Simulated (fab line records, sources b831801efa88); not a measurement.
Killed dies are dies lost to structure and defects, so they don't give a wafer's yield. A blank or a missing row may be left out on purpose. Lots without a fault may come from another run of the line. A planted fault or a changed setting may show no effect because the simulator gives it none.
A struck lot beside a sound one | flow sky130 | 21 steps out of a route of 708
Sound: wafers L928.2, L928.4, L928.6. Struck: wafers L929.1, L929.3, L929.4. The cause comes at the end.
At each step with rows: each side's tool, then ch and its chambers, then its first start. Under that, the readings that differ: sound wafers | struck wafers | difference of the means | sigmas: that difference in standard deviations of wafers without a fault.
alike: readings whose means differ by less than 2 such deviations, and words and numbers that are the same on both sides. not compared: withheld readings, readings that some wafer has no value for, bounds like >300 that may hide the same value, and numbers for which the record gives no deviation and whose values overlap.
The two part at a step that has a row with sigmas, a row that says differs or no value, or rows on one side only. Numbers that don't overlap but have no deviation are shown without sigmas and don't part them. A reading that every wafer of one side lacks parts them only if that side has two wafers or more.

first, 3 steps without rows for these wafers: SKY_VT_ADJUST_HVTP_EXPOSE_04 (exposes mask HVTPM, target cd 380 nm); SKY_VT_ADJUST_HVTP_PEB_05; SKY_VT_ADJUST_HVTP_DEVELOP_06 (develop time 60 s).
SKY_VT_ADJUST_HVTP_CD_MEAS_07: target cd 380 nm.
  sound on cd_sem-01, day 6 17:55; struck on cd_sem-02, day 7 01:21
  alike: cd_nm
SKY_VT_ADJUST_HVTP_OVL_MEAS_08:
  sound on overlay-01, day 6 18:01; struck on overlay-02, day 7 01:28
  alike: VT_ADJUST_HVTP_OVL
then, 1 step without rows for these wafers: SKY_VT_ADJUST_HVTP_IMPLANT_09.
SKY_VT_ADJUST_HVTP_STRIP_10: strips in O2/N2.
  sound on plasma_asher-04 ch 0,1, day 6 18:12; struck on plasma_asher-01 ch 0,1, day 7 01:40
  reading                      | sound             | struck            | difference | sigmas
  drypump_motor_current_A (A)  | 5.7 6.1 6.2       | 5.0 5.7 5.0       | -0.8       | -2
  strip_time_to_endpoint_s (s) | 14.21 14.24 14.23 | 14.11 14.09 14.15 | -0.11      | -3
  alike: oes_product_au
  not compared: rf_hours_counter_h
SKY_VT_ADJUST_HVTP_TW_MEAS_11:
  sound on film_metro-03, day 6 18:19; struck on film_metro-02, day 7 01:46
  alike: VT_ADJUST_HVTP_TW
then, 4 steps without rows for these wafers: SKY_VT_ADJUST_LVTN_DEHYDRATE_00 (time 60 s); SKY_VT_ADJUST_LVTN_HMDS_01 (prime time 60 s); SKY_VT_ADJUST_LVTN_COAT_02 (resist thk 3000 nm); SKY_VT_ADJUST_LVTN_SOFTBAKE_03.
SKY_VT_ADJUST_LVTN_EXPOSE_04: exposes mask NWM COMPLEMENT LESS NATIVE, target cd 840 nm.
  sound on iline_stepper-01 ch 0, day 7 04:05; struck on iline_stepper-01 ch 0, day 7 11:03
  reading | sound                                                                                  | struck                  | difference | sigmas
  mask    | NWM_COMPLEMENT_LESS_NATIVE#0 NWM_COMPLEMENT_LESS_NATIVE#0 NWM_COMPLEMENT_LESS_NATIVE#0 | HVTPM#0 HVTPM#0 HVTPM#0 | differs    |
  alike: stage_vel_mm_s
then, 2 steps without rows for these wafers: SKY_VT_ADJUST_LVTN_PEB_05; SKY_VT_ADJUST_LVTN_DEVELOP_06 (develop time 60 s).
SKY_VT_ADJUST_LVTN_OVL_MEAS_07:
  sound on overlay-02, day 7 13:32; struck on overlay-02, day 7 21:00
  reading                 | sound       | struck | difference                    | sigmas
  VT_ADJUST_LVTN_OVL (nm) | 0.6 0.2 0.2 | - - -  | no value on the struck wafers |
then, 1 step without rows for these wafers: SKY_VT_ADJUST_LVTN_IMPLANT_08.
SKY_VT_ADJUST_LVTN_STRIP_09: strips in O2/N2.
  sound on plasma_asher-03 ch 0, day 7 13:43; struck on plasma_asher-03 ch 0,1, day 7 21:11
  alike: drypump_motor_current_A, oes_product_au, strip_time_to_endpoint_s
  not compared: rf_hours_counter_h
SKY_VT_ADJUST_LVTN_TW_MEAS_10:
  sound on film_metro-03, day 7 13:50; struck on film_metro-04, day 7 21:17
  reading           | sound             | struck         | difference | sigmas
  VT_ADJUST_LVTN_TW | 238.7 237.8 238.9 | 30.2 30.1 30.2 | -208.3     | -91
then, 1 step without rows for these wafers: SKY_VT_ADJUST_LVTN_DEHYDRATE_11 (time 60 s).
-- the record jumps here: 40 days lie between the struck wafers' starts before and after (it left off in module VT_ADJUST_LVTN and takes up again in module PAD_OPEN, whose first step shown is number 708 of the route) --
SKY_PAD_OPEN_PROBE_99:
  sound on prober-02, day 47 02:50; struck on prober-01, day 47 14:39
  reading                                   | sound             | struck            | difference | sigmas
  killed_at_front_end                       | 14 11 18          | 432 446 422       | +419       | +87
  killed_dies                               | 72 80 105         | 492 492 492       | +406       | +37
  killed_on_rim                             | 15 17 24          | 96 96 96          | +77        | +21
  model.etest.tip_p.rs_ohm_sq               | 6928 6901 6887    | 6339 6360 6336    | -560       |
  model.etest.pfet_01v8.r_on_ohm_um         | 2850 2787 2818    | 2680 2628 2610    | -179       |
  model.etest.nfet_01v8_lvt.drive_ua_um     | 585.8 583.3 575.6 | 612.8 628.8 617.1 | +38.0      |
  model.etest.nfet_01v8.drive_ua_um         | 519 510.1 504.6   | 526 543.8 537.5   | +25        |
  model.etest.nfet_01v8_turned.drive_ua_um  | 515.4 515.9 510.8 | 531.3 541.9 536.8 | +22.6      |
  model.etest.nfet_01v8_swapped.drive_ua_um | 515.9 512.9 510.4 | 527.4 543.3 537.3 | +22.9      |
  model.etest.pfet_01v8.drive_ua_um         | 194.2 201.6 198.1 | 223.5 227.5 232   | +29.7      |
  model.etest.pfet_01v8_mvt.drive_ua_um     | 154.6 157.6 155.7 | 182.4 185.2 184.5 | +28.1      |
  alike: killed_at_M0_to_M3, killed_at_M4_up, killed_at_contacts, killed_open, killed_short

WHERE THEY PART
First at SKY_VT_ADJUST_HVTP_STRIP_10; last, within this record, at SKY_PAD_OPEN_PROBE_99.

WHY: what the simulator had put in
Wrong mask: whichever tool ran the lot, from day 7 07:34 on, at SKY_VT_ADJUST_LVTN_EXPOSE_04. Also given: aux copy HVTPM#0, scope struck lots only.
